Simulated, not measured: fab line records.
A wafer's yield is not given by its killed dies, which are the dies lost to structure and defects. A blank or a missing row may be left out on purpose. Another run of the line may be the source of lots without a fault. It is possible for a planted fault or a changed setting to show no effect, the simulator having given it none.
Which tool did it? ; flow sky130 ; 6 lots with 18 wafers sampled at 2 steps, on a route of 708 steps

== WHAT THE GAUGES READ, wafer by wafer ==
SKY_SD_N_OVL_MEAS_08.
lot;measured;on;SD_N_OVL (nm)
L568;day 29 10:10;overlay-02;-1.5 -1.5 -1.8
L571;day 30 09:05;overlay-02;-1.0 -0.1 -1.3
L578;day 32 14:14;overlay-01;-101.8 -101.1 -101.8
L579;day 32 22:55;overlay-01;-100.8 -102.1 -101.8
L581;day 33 07:41;overlay-01;-102.2 -103.8 -102.9
L587;day 35 07:37;overlay-01;0.2 0.5 -0.8

== EACH LOT AND THE TOOL THAT RAN IT (in order: tool; ch and the chambers of the sampled wafers; start) ==
lot;SKY_SD_N_EXPOSE_04
L568;iline-stepper-01 ch 0, day 28 20:59
L571;iline-stepper-01 ch 0, day 29 19:50
L578;iline-stepper-01 ch 0, day 32 00:01
L579;iline-stepper-01 ch 0, day 32 10:55
L581;iline-stepper-01 ch 0, day 32 18:22
L587;iline-stepper-02 ch 0, day 34 19:29
- SKY_SD_N_EXPOSE_04: exposes mask NSDM, target cd 380 nm.

== THE ANSWER, worked out from the rows above alone ==
Rule: the lots themselves supply what counts as usual. The widest of any qualifying gaps counts: lots, ordered by their means at a reading, are off when they make up no more than a third of the lots, leave a main group of 4 or more, and stand apart from it by 3 or more times the standard deviation of that group's means. The tables above print the reading to a certain number of digits; a main group whose means all agree to those digits is not used. A lot without any number at a reading at which 4 lots or more have one is off too. Where the step has rows for the other lots, those lots are counted as sound.
Across all readings shown, no lot is off: no conclusion can be drawn from this.

== WHAT THE SIMULATOR PUT IN ==
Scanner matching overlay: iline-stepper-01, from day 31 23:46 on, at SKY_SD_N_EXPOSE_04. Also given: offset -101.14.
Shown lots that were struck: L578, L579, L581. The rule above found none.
